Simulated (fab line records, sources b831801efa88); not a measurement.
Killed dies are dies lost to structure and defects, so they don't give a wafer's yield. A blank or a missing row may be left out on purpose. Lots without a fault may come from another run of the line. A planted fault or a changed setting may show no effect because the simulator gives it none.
Which tool did it? | flow sky130 | 13 lots, 39 wafers sampled, at 2 steps of a route of 708

WHAT THE GAUGES READ, wafer by wafer
SKY_VIA4_THK_MEAS_01. Usual: VIA4_HDPCVD_THK 1744 nm, standard deviation 16.
lot  | measured     | on            | VIA4_HDPCVD_THK (nm) | flag
L555 | day 43 01:04 | film_metro-02 | 1743 1747 1743       |
L557 | day 43 11:58 | film_metro-04 | 1765 1722 1722       |
L558 | day 43 16:37 | film_metro-04 | 1745 1748 1743       |
L559 | day 44 01:19 | film_metro-02 | 1732 1766 1751       |
L561 | day 44 07:03 | film_metro-02 | 1755 1735 1760       |
L562 | day 44 19:28 | film_metro-04 | 1737 1744 1735       |
L563 | day 44 19:36 | film_metro-03 | 1723 1732 1723       |
L565 | day 45 16:40 | film_metro-04 | 1741 1758 1747       |
L568 | day 46 13:14 | film_metro-02 | 1745 1762 1736       |
L569 | day 46 17:01 | film_metro-04 | 1747 1733 1744       |
L570 | day 46 23:23 | film_metro-04 | 1743 1746 1750       |
L576 | day 48 07:08 | film_metro-04 | 1132 1779 1158       | OFF
L578 | day 48 18:19 | film_metro-03 | 1736 1751 1752       |

WHICH TOOL RAN EACH LOT (tool, then ch and the chambers of the sampled wafers, then the start)
lot  | SKY_VIA4_HDPCVD_00
L555 | hdpcvd-02 ch 0,2, day 43 00:53
L557 | hdpcvd-02 ch 0,1,2, day 43 11:47
L558 | hdpcvd-01 ch 1,2, day 43 16:25
L559 | hdpcvd-01 ch 1,2, day 44 01:08
L561 | hdpcvd-02 ch 1,2, day 44 06:52
L562 | hdpcvd-01 ch 0,1,2, day 44 19:18
L563 | hdpcvd-02 ch 0,1,2, day 44 19:25
L565 | hdpcvd-01 ch 0,1, day 45 16:28
L568 | hdpcvd-02 ch 0,1,2, day 46 13:02
L569 | hdpcvd-01 ch 1,2, day 46 16:50
L570 | hdpcvd-01 ch 1,2, day 46 23:12
L576 | hdpcvd-01 ch 0,1, day 48 06:56
L578 | hdpcvd-02 ch 1,2, day 48 18:08
- SKY_VIA4_HDPCVD_00: deposits SiO2, target thk 1750 nm, time 291.7 s.

WHAT THE TOOLS THEMSELVES READ (means of the sampled wafers that have a number; where no wafer has one, the mark that the record gives instead)
The record holds no such reading with a usual standard deviation.

THE ANSWER, worked out from the rows above alone
Rule: a lot is off if the mean of its wafers that have a number lies more than 3 standard deviations from the usual mean. A lot without any number at a reading at which 4 lots or more have one is off too. The other lots that the step has rows for count as sound. The gauges are gone through in route order, then the tools' own readings, and for those a lot's mean is taken as printed above. The first step at which some lot is off is used, and at that step the reading that is off furthest; a lot without a number counts as furthest.
Off: L576, at SKY_VIA4_THK_MEAS_01 (VIA4_HDPCVD_THK).
A tool fits if, at a process step before that reading, it ran every lot that is off, and no sound lot after the first of them. The gauges at SKY_VIA4_THK_MEAS_01 are tried like those tools. Can't be told from this: 2 tools fit, hdpcvd-01 at SKY_VIA4_HDPCVD_00, film_metro-04 at SKY_VIA4_THK_MEAS_01.

WHAT THE SIMULATOR HAD PUT IN
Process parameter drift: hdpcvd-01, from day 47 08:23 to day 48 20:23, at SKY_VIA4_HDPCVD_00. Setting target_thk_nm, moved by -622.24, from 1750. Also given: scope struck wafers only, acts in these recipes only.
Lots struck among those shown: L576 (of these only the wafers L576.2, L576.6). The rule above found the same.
